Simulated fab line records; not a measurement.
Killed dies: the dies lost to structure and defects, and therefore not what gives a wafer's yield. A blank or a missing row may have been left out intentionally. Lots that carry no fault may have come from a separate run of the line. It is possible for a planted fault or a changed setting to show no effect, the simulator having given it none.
2 desks, one fault || flow gf180mcu || only its own numbers are on each desk; what lay behind them is given at the end

AT THE METROLOGY DESK
What the gauges read for every lot (on any tool): the sampled wafers with a number, averaged. Any lot whose mean is over 4 standard deviations away from the usual mean is out of limits and marked OUT; that distance is given in the brackets.
Columns: A = M1_ALCU_THK at GF_M1_THK_MEAS_06, usual 446 nm
{"lot": "L548", "first seen here": "day 16 13:54", "A": 448}
{"lot": "L549", "first seen here": "day 17 02:20", "A": 444}
{"lot": "L553", "first seen here": "day 18 12:31", "A": 445}
{"lot": "L554", "first seen here": "day 19 00:40", "A": 443}
{"lot": "L559", "first seen here": "day 20 18:05", "A": 451}
{"lot": "L560", "first seen here": "day 21 01:41", "A": 437}
{"lot": "L561", "first seen here": "day 21 09:30", "A": 445}
{"lot": "L563", "first seen here": "day 22 02:15", "A": 438}
{"lot": "L564", "first seen here": "day 22 16:48", "A": 446}
{"lot": "L565", "first seen here": "day 22 17:41", "A": 448}
{"lot": "L566", "first seen here": "day 23 00:08", "A": 448}
{"lot": "L567", "first seen here": "day 23 04:57", "A": 447}
{"lot": "L568", "first seen here": "day 23 20:48", "A": 444}
{"lot": "L569", "first seen here": "day 24 01:28", "A": 455}
Finding of this desk: none of the 14 lots has anything out of limits.

DESK OF THE TOOL OWNER: pecvd-02
The tool's own readings at GF_V1_CVD_02 (deposits SiO2 from TEOS, target thk 850 nm, time 94.851 s): means of the sampled wafers that have a number, for each lot that ran on this tool. Any lot whose mean is over 4 standard deviations away from the usual mean is out of limits and marked OUT; that distance is given in the brackets.
Columns: A = heater_power_outer_w at GF_V1_CVD_02, usual 400 W; B = heater_power_w at GF_V1_CVD_02, usual 702 W; C = susceptor_temp_C at GF_V1_CVD_02, usual 399.98 C
{"lot": "L548", "first seen here": "day 17 13:53", "A": 445, "B": 742, "C": 400.00}
{"lot": "L549", "first seen here": "day 18 01:56", "A": 380, "B": 703, "C": 400.08}
{"lot": "L560", "first seen here": "day 22 02:25", "A": 400, "B": 712, "C": 399.69}
{"lot": "L563", "first seen here": "day 23 01:47", "A": 410, "B": 715, "C": 399.90}
{"lot": "L564", "first seen here": "day 23 16:20", "A": 404, "B": 715, "C": 399.94}
{"lot": "L565", "first seen here": "day 23 18:11", "A": 415, "B": 751, "C": 400.06}
{"lot": "L566", "first seen here": "day 23 23:02", "A": 367, "B": 704, "C": 400.03}
{"lot": "L568", "first seen here": "day 24 19:28", "A": 448, "B": 761, "C": 399.89}
{"lot": "L569", "first seen here": "day 24 23:31", "A": 379, "B": 719, "C": 399.94}
Finding of this desk: none of the 9 lots has anything out of limits.

BROUGHT TOGETHER
Nothing out of limits was seen by the metrology desk.
Nothing out of limits was seen by the tool owner's desk.

WHAT HAD BEEN PUT IN BY THE SIMULATOR
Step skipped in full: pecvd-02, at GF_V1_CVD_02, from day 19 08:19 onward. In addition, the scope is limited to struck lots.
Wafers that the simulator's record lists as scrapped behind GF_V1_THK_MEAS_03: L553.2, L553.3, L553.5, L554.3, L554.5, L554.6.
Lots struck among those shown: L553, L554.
